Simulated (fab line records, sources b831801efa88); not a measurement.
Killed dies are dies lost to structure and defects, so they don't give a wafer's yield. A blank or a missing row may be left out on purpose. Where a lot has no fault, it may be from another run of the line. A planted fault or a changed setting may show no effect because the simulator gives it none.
Which tool was responsible? || flow gf180mcu || 13 lots with 39 wafers sampled at 5 steps, on a route of 602 steps

## WHAT THE GAUGES SHOWED, per wafer
GF_POLY_GATE_OVL_MEAS_11. Usual: POLY_GATE_OVL gives -1 nm (standard deviation 5.5).
{"lot": "L202", "measured": "day 9 11:17", "on": "overlay-01", "POLY_GATE_OVL (nm)": "3 -1 2", "flag": ""}
{"lot": "L203", "measured": "day 9 15:50", "on": "overlay-01", "POLY_GATE_OVL (nm)": "-2 2 -2", "flag": ""}
{"lot": "L204", "measured": "day 9 21:50", "on": "overlay-02", "POLY_GATE_OVL (nm)": "-3 -2 3", "flag": ""}
{"lot": "L205", "measured": "day 10 06:01", "on": "overlay-02", "POLY_GATE_OVL (nm)": "-13 -4 -11", "flag": ""}
{"lot": "L206", "measured": "day 10 13:53", "on": "overlay-01", "POLY_GATE_OVL (nm)": "-6 -2 -1", "flag": ""}
{"lot": "L207", "measured": "day 10 22:00", "on": "overlay-01", "POLY_GATE_OVL (nm)": "0 0 5", "flag": ""}
{"lot": "L209", "measured": "day 11 12:58", "on": "overlay-01", "POLY_GATE_OVL (nm)": "-1 -4 0", "flag": ""}
{"lot": "L212", "measured": "day 12 15:35", "on": "overlay-02", "POLY_GATE_OVL (nm)": "3 4 0", "flag": ""}
{"lot": "L213", "measured": "day 12 17:14", "on": "overlay-01", "POLY_GATE_OVL (nm)": "-7 -8 2", "flag": ""}
{"lot": "L221", "measured": "day 15 05:35", "on": "overlay-02", "POLY_GATE_OVL (nm)": "-8 -5 1", "flag": ""}
{"lot": "L222", "measured": "day 15 13:54", "on": "overlay-01", "POLY_GATE_OVL (nm)": "-4 -4 -4", "flag": ""}
{"lot": "L223", "measured": "day 15 20:31", "on": "overlay-02", "POLY_GATE_OVL (nm)": "9 0 9", "flag": ""}
{"lot": "L224", "measured": "day 16 09:55", "on": "overlay-01", "POLY_GATE_OVL (nm)": "1 -5 -4", "flag": ""}

GF_HV_LDD_OVL_MEAS_47. Usual: HV_LDD_03_OVL gives -0.1 nm (standard deviation 1.4).
{"lot": "L202", "measured": "day 12 15:52", "on": "overlay-01", "HV_LDD_03_OVL (nm)": "-1.7 -0.6 -0.3", "flag": ""}
{"lot": "L203", "measured": "day 12 21:07", "on": "overlay-01", "HV_LDD_03_OVL (nm)": "0.0 0.5 1.3", "flag": ""}
{"lot": "L204", "measured": "day 13 03:13", "on": "overlay-02", "HV_LDD_03_OVL (nm)": "2.2 1.1 2.0", "flag": ""}
{"lot": "L205", "measured": "day 13 13:31", "on": "overlay-01", "HV_LDD_03_OVL (nm)": "-0.6 1.0 0.4", "flag": ""}
{"lot": "L206", "measured": "day 13 23:07", "on": "overlay-02", "HV_LDD_03_OVL (nm)": "-0.6 -1.9 -2.8", "flag": ""}
{"lot": "L207", "measured": "day 14 08:32", "on": "overlay-02", "HV_LDD_03_OVL (nm)": "-0.4 1.2 1.3", "flag": ""}
{"lot": "L209", "measured": "day 15 00:28", "on": "overlay-02", "HV_LDD_03_OVL (nm)": "-2.4 -1.7 -0.9", "flag": ""}
{"lot": "L212", "measured": "day 16 04:56", "on": "overlay-01", "HV_LDD_03_OVL (nm)": "-1.5 -3.7 -1.3", "flag": ""}
{"lot": "L213", "measured": "day 16 06:07", "on": "overlay-01", "HV_LDD_03_OVL (nm)": "-1.6 -2.0 -0.7", "flag": ""}
{"lot": "L221", "measured": "day 19 08:31", "on": "overlay-01", "HV_LDD_03_OVL (nm)": "-0.7 -0.9 -1.6", "flag": ""}
{"lot": "L222", "measured": "day 19 18:10", "on": "overlay-02", "HV_LDD_03_OVL (nm)": "0.9 2.3 -0.3", "flag": ""}
{"lot": "L223", "measured": "day 20 04:16", "on": "overlay-02", "HV_LDD_03_OVL (nm)": "-0.3 -0.4 -0.8", "flag": ""}
{"lot": "L224", "measured": "day 20 13:52", "on": "overlay-02", "HV_LDD_03_OVL (nm)": "-1.8 -1.4 -0.7", "flag": ""}

GF_HV_LDD_RS_MEAS_53: a four-point-probe measurement. Usual: HV_LDD_RS gives 418.5 ohm/sq (standard deviation 0.94).
{"lot": "L202", "measured": "day 12 16:20", "on": "film metro-01", "HV_LDD_RS (ohm/sq)": "418.2 418.9 418.3", "flag": ""}
{"lot": "L203", "measured": "day 12 21:35", "on": "film metro-01", "HV_LDD_RS (ohm/sq)": "417.5 417.5 418.5", "flag": ""}
{"lot": "L204", "measured": "day 13 03:41", "on": "film metro-03", "HV_LDD_RS (ohm/sq)": "416.8 417.5 418.3", "flag": ""}
{"lot": "L205", "measured": "day 13 14:04", "on": "film metro-01", "HV_LDD_RS (ohm/sq)": "418.7 418.3 418.5", "flag": ""}
{"lot": "L206", "measured": "day 13 23:37", "on": "film metro-04", "HV_LDD_RS (ohm/sq)": "418.8 419.6 420.0", "flag": ""}
{"lot": "L207", "measured": "day 14 09:05", "on": "film metro-03", "HV_LDD_RS (ohm/sq)": "418.2 418.3 418.4", "flag": ""}
{"lot": "L209", "measured": "day 15 00:56", "on": "film metro-01", "HV_LDD_RS (ohm/sq)": "417.6 416.4 416.9", "flag": ""}
{"lot": "L212", "measured": "day 16 05:24", "on": "film metro-04", "HV_LDD_RS (ohm/sq)": "418.6 419.4 418.6", "flag": ""}
{"lot": "L213", "measured": "day 16 06:35", "on": "film metro-04", "HV_LDD_RS (ohm/sq)": "418.9 417.4 417.2", "flag": ""}
{"lot": "L221", "measured": "day 19 08:59", "on": "film metro-04", "HV_LDD_RS (ohm/sq)": "411.8 410.6 412.1", "flag": "OFF"}
{"lot": "L222", "measured": "day 19 18:38", "on": "film metro-03", "HV_LDD_RS (ohm/sq)": "411.1 411.6 410.5", "flag": "OFF"}
{"lot": "L223", "measured": "day 20 04:45", "on": "film metro-03", "HV_LDD_RS (ohm/sq)": "417.6 417.5 418.2", "flag": ""}
{"lot": "L224", "measured": "day 20 14:19", "on": "film metro-03", "HV_LDD_RS (ohm/sq)": "419.4 420.0 419.7", "flag": ""}

## WHICH TOOL RAN EACH LOT (tool, then ch and the chambers of the sampled wafers, then the start)
{"lot": "L202", "GF_HV_LDD_STRIP_22": "plasma asher-03 ch 0,1, day 11 00:58", "GF_HV_LDD_IMPLANT_35": "implanter-03 ch 0, day 11 19:54"}
{"lot": "L203", "GF_HV_LDD_STRIP_22": "plasma asher-03 ch 0,1, day 11 05:43", "GF_HV_LDD_IMPLANT_35": "implanter-01 ch 0, day 12 01:07"}
{"lot": "L204", "GF_HV_LDD_STRIP_22": "plasma asher-03 ch 0,1, day 11 11:52", "GF_HV_LDD_IMPLANT_35": "implanter-03 ch 0, day 12 07:13"}
{"lot": "L205", "GF_HV_LDD_STRIP_22": "plasma asher-03 ch 0,1, day 11 21:09", "GF_HV_LDD_IMPLANT_35": "implanter-01 ch 0, day 12 16:47"}
{"lot": "L206", "GF_HV_LDD_STRIP_22": "plasma asher-02 ch 0,1, day 12 06:32", "GF_HV_LDD_IMPLANT_35": "implanter-04 ch 0, day 13 02:30"}
{"lot": "L207", "GF_HV_LDD_STRIP_22": "plasma asher-03 ch 0,1, day 12 14:47", "GF_HV_LDD_IMPLANT_35": "implanter-03 ch 0, day 13 11:38"}
{"lot": "L209", "GF_HV_LDD_STRIP_22": "plasma asher-04 ch 0,1, day 13 07:32", "GF_HV_LDD_IMPLANT_35": "implanter-01 ch 0, day 14 04:06"}
{"lot": "L212", "GF_HV_LDD_STRIP_22": "plasma asher-03 ch 0,1, day 14 10:31", "GF_HV_LDD_IMPLANT_35": "implanter-01 ch 0, day 15 07:52"}
{"lot": "L213", "GF_HV_LDD_STRIP_22": "plasma asher-03 ch 0, day 14 11:43", "GF_HV_LDD_IMPLANT_35": "implanter-03 ch 0, day 15 09:07"}
{"lot": "L221", "GF_HV_LDD_STRIP_22": "plasma asher-03 ch 1, day 17 08:16", "GF_HV_LDD_IMPLANT_35": "implanter-03 ch 0, day 18 08:01"}
{"lot": "L222", "GF_HV_LDD_STRIP_22": "plasma asher-04 ch 0,1, day 17 17:57", "GF_HV_LDD_IMPLANT_35": "implanter-03 ch 0, day 18 17:32"}
{"lot": "L223", "GF_HV_LDD_STRIP_22": "plasma asher-02 ch 0,1, day 18 04:17", "GF_HV_LDD_IMPLANT_35": "implanter-01 ch 0, day 19 03:53"}
{"lot": "L224", "GF_HV_LDD_STRIP_22": "plasma asher-04 ch 0,1, day 18 13:27", "GF_HV_LDD_IMPLANT_35": "implanter-04 ch 0, day 19 13:52"}
- GF_HV_LDD_STRIP_22: strips in O2/N2.
- GF_HV_LDD_IMPLANT_35

## AS READ BY THE TOOLS THEMSELVES (means over the sampled wafers that have a number; for cases with no such wafer, the mark the record gives instead)
GF_HV_LDD_STRIP_22. Usual: chamber pressure mTorr 1500.0 mTorr, standard deviation 1.4; drypump motor current A 5.49 A, standard deviation 0.28; heater power w 325 W, standard deviation 34; oes product au 0.716 a.u., standard deviation 0.0046; strip time to endpoint s 12.64 s, standard deviation 0.035.
{"lot": "L202", "tool": "plasma asher-03", "chamber pressure mTorr (mTorr)": 1500.0, "drypump motor current A (A)": 5.35, "heater power w (W)": 341, "oes product au (a.u.)": 0.718, "strip time to endpoint s (s)": 12.65, "flag": ""}
{"lot": "L203", "tool": "plasma asher-03", "chamber pressure mTorr (mTorr)": 1498.9, "drypump motor current A (A)": 5.35, "heater power w (W)": 342, "oes product au (a.u.)": 0.718, "strip time to endpoint s (s)": 12.64, "flag": ""}
{"lot": "L204", "tool": "plasma asher-03", "chamber pressure mTorr (mTorr)": 1500.0, "drypump motor current A (A)": 5.34, "heater power w (W)": 344, "oes product au (a.u.)": 0.717, "strip time to endpoint s (s)": 12.66, "flag": ""}
{"lot": "L205", "tool": "plasma asher-03", "chamber pressure mTorr (mTorr)": 1500.1, "drypump motor current A (A)": 5.36, "heater power w (W)": 342, "oes product au (a.u.)": 0.721, "strip time to endpoint s (s)": 12.58, "flag": ""}
{"lot": "L206", "tool": "plasma asher-02", "chamber pressure mTorr (mTorr)": 1499.7, "drypump motor current A (A)": 5.18, "heater power w (W)": 260, "oes product au (a.u.)": 0.715, "strip time to endpoint s (s)": 12.66, "flag": ""}
{"lot": "L207", "tool": "plasma asher-03", "chamber pressure mTorr (mTorr)": 1500.3, "drypump motor current A (A)": 5.35, "heater power w (W)": 341, "oes product au (a.u.)": 0.713, "strip time to endpoint s (s)": 12.69, "flag": ""}
{"lot": "L209", "tool": "plasma asher-04", "chamber pressure mTorr (mTorr)": 1500.0, "drypump motor current A (A)": 5.87, "heater power w (W)": 345, "oes product au (a.u.)": 0.718, "strip time to endpoint s (s)": 12.62, "flag": ""}
{"lot": "L212", "tool": "plasma asher-03", "chamber pressure mTorr (mTorr)": 1500.0, "drypump motor current A (A)": 5.34, "heater power w (W)": 344, "oes product au (a.u.)": 0.718, "strip time to endpoint s (s)": 12.58, "flag": ""}
{"lot": "L213", "tool": "plasma asher-03", "chamber pressure mTorr (mTorr)": 1500.0, "drypump motor current A (A)": 5.36, "heater power w (W)": 345, "oes product au (a.u.)": 0.717, "strip time to endpoint s (s)": 12.59, "flag": ""}
{"lot": "L221", "tool": "plasma asher-03", "chamber pressure mTorr (mTorr)": 1499.9, "drypump motor current A (A)": 5.36, "heater power w (W)": 337, "oes product au (a.u.)": 0.713, "strip time to endpoint s (s)": 12.69, "flag": ""}
{"lot": "L222", "tool": "plasma asher-04", "chamber pressure mTorr (mTorr)": 1499.4, "drypump motor current A (A)": 5.88, "heater power w (W)": 343, "oes product au (a.u.)": 0.714, "strip time to endpoint s (s)": 12.64, "flag": ""}
{"lot": "L223", "tool": "plasma asher-02", "chamber pressure mTorr (mTorr)": 1498.5, "drypump motor current A (A)": 5.18, "heater power w (W)": 265, "oes product au (a.u.)": 0.717, "strip time to endpoint s (s)": 12.64, "flag": ""}
{"lot": "L224", "tool": "plasma asher-04", "chamber pressure mTorr (mTorr)": 1498.9, "drypump motor current A (A)": 5.86, "heater power w (W)": 340, "oes product au (a.u.)": 0.714, "strip time to endpoint s (s)": 12.65, "flag": ""}

GF_HV_LDD_IMPLANT_35. Usual: beam energy keV 60.006, standard deviation 0.021; rotation deg 180.00 degrees, standard deviation 0.035.
{"lot": "L202", "tool": "implanter-03", "beam energy keV": 60.024, "rotation deg (degrees)": 179.98, "flag": ""}
{"lot": "L203", "tool": "implanter-01", "beam energy keV": 59.977, "rotation deg (degrees)": 179.99, "flag": ""}
{"lot": "L204", "tool": "implanter-03", "beam energy keV": 59.998, "rotation deg (degrees)": 180.02, "flag": ""}
{"lot": "L205", "tool": "implanter-01", "beam energy keV": 60.034, "rotation deg (degrees)": 179.97, "flag": ""}
{"lot": "L206", "tool": "implanter-04", "beam energy keV": 60.040, "rotation deg (degrees)": 180.04, "flag": ""}
{"lot": "L207", "tool": "implanter-03", "beam energy keV": 60.010, "rotation deg (degrees)": 180.01, "flag": ""}
{"lot": "L209", "tool": "implanter-01", "beam energy keV": 59.996, "rotation deg (degrees)": 180.00, "flag": ""}
{"lot": "L212", "tool": "implanter-01", "beam energy keV": 60.009, "rotation deg (degrees)": 180.02, "flag": ""}
{"lot": "L213", "tool": "implanter-03", "beam energy keV": 59.981, "rotation deg (degrees)": 180.03, "flag": ""}
{"lot": "L221", "tool": "implanter-03", "beam energy keV": 45.432, "rotation deg (degrees)": 180.01, "flag": "OFF"}
{"lot": "L222", "tool": "implanter-03", "beam energy keV": 45.400, "rotation deg (degrees)": 180.01, "flag": "OFF"}
{"lot": "L223", "tool": "implanter-01", "beam energy keV": 60.020, "rotation deg (degrees)": 180.02, "flag": ""}
{"lot": "L224", "tool": "implanter-04", "beam energy keV": 59.973, "rotation deg (degrees)": 180.03, "flag": ""}

## THE ANSWER, worked out from the rows above alone
Rule: take the mean of a lot's wafers that have a number; if it is more than 3 standard deviations from the usual mean, the lot is off. Also off: a lot with no number at a reading for which 4 or more lots have one. Any other lot the step has rows for is counted as sound. The gauges are gone through in route order, then the tools' own readings, and for those a lot's mean is taken as printed above. At the first step where some lot is off, the reading lying furthest off is the one used; lots without a number count as furthest.
Off: at GF_HV_LDD_RS_MEAS_53 (HV_LDD_RS), L221, L222.
If a tool, at a process step before that reading, ran all the lots that are off and no sound lot after the first of them, it fits. Not tried: the gauges at GF_HV_LDD_RS_MEAS_53; whatever is off there is also off at GF_HV_LDD_IMPLANT_35, on other tools, and gauge error can't account for it. One fits: implanter-03 at GF_HV_LDD_IMPLANT_35. Its last sound lot is L213 (day 15 09:07), its first lot that is off L221 (day 18 08:01): a fault that began between those two fits.
On the lots that are off, the tool's own readings at GF_HV_LDD_IMPLANT_35 differ by more than 5 times the standard deviation of the sound lots' means, which bears it out; beam energy keV reads 45.416 there versus 60.006 on the sound lots.

## WHAT THE SIMULATOR HAD INSERTED
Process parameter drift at GF_HV_LDD_IMPLANT_35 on implanter-03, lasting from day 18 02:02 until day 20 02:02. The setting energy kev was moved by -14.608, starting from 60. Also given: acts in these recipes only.
Struck lots among those shown: L221, L222. The same result came from the rule above.
